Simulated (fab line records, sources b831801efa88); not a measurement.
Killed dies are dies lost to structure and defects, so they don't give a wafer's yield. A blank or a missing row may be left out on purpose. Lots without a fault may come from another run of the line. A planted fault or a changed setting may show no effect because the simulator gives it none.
One fault seen from 2 desks | flow sky130 | each desk has only its own numbers; what lay behind them comes last

THE METROLOGY DESK
What the gauges read, lot by lot, whatever tool the lot ran on: means of the sampled wafers that have a number. A lot is out of limits, marked OUT, if its mean lies more than 4 standard deviations from the usual mean; the brackets give that distance.
Columns: A = POLY_CUT_OVL at SKY_POLY_CUT_OVL_MEAS_09, usual 2 nm; B = SD_N_TW at SKY_SD_N_TW_MEAS_12, usual 3977; C = SD_N_RS at SKY_SD_N_RS_MEAS_16, usual 68.49 ohm/sq
lot  | first seen here | A  | B               | C
L770 | day 24 15:14    | -1 | 3983            | 68.44
L773 | day 25 17:56    | -1 | 3948            | 68.67
L774 | day 26 08:50    | 6  | 3947            | 68.38
L777 | day 26 21:29    | -1 | 3953            | 68.36
L785 | day 29 13:59    | -6 | 3807 (-7.1) OUT | 74.98 (+54) OUT
L786 | day 30 00:32    | -7 | 3762 (-9.0) OUT | 75.26 (+56) OUT
L787 | day 30 07:05    | 5  | 4005            | 68.59
L788 | day 30 19:00    | 9  | 3947            | 68.55
L791 | day 31 12:58    | 1  | 3960            | 68.31
L792 | day 31 19:15    | 2  | 4011            | 68.44
This desk's finding: out of limits on L785, L786; first on L785, day 33 02:23 (SD_N_TW at SKY_SD_N_TW_MEAS_12). In limits: L770, L773, L774, L777, L787, L788, L791, L792.

THE TOOL OWNER'S DESK: implanter-01
The tool's own readings at SKY_SD_N_IMPLANT_09: means of the sampled wafers that have a number, for each lot that ran on this tool. A lot is out of limits, marked OUT, if its mean lies more than 4 standard deviations from the usual mean; the brackets give that distance.
Columns: A = beam_energy_keV at SKY_SD_N_IMPLANT_09, usual 49.997; B = faraday_current_uA at SKY_SD_N_IMPLANT_09, usual 11622
lot  | first seen here | A                        | B
L770 | day 28 06:32    | 49.998                   | 12050
L773 | day 29 08:55    | 49.994                   | 12048
L774 | day 29 23:35    | 49.975                   | 11983
L785 | day 33 01:59    | 41.328 (-99 or more) OUT | 11734
L786 | day 33 10:31    | 41.332 (-99 or more) OUT | 11982
This desk's finding: out of limits on L785, L786; first on L785, day 33 01:59 (beam_energy_keV at SKY_SD_N_IMPLANT_09). In limits: L770, L773, L774.

PUT TOGETHER
The tool owner's desk could have raised an alarm at day 33 01:59, on L785, L786.
The metrology desk could have raised an alarm at day 33 02:23, on L785, L786.
Of the lots named, all ran SKY_SD_N_IMPLANT_09 on implanter-01.

WHAT THE SIMULATOR HAD PUT IN
Process parameter drift: implanter-01, from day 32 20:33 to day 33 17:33, at SKY_SD_N_IMPLANT_09. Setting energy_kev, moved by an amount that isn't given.
Lots struck among those shown: L785, L786.
Hours from the fault's start to each desk's first reading out of limits: the tool owner's desk, 5; the metrology desk, 6.
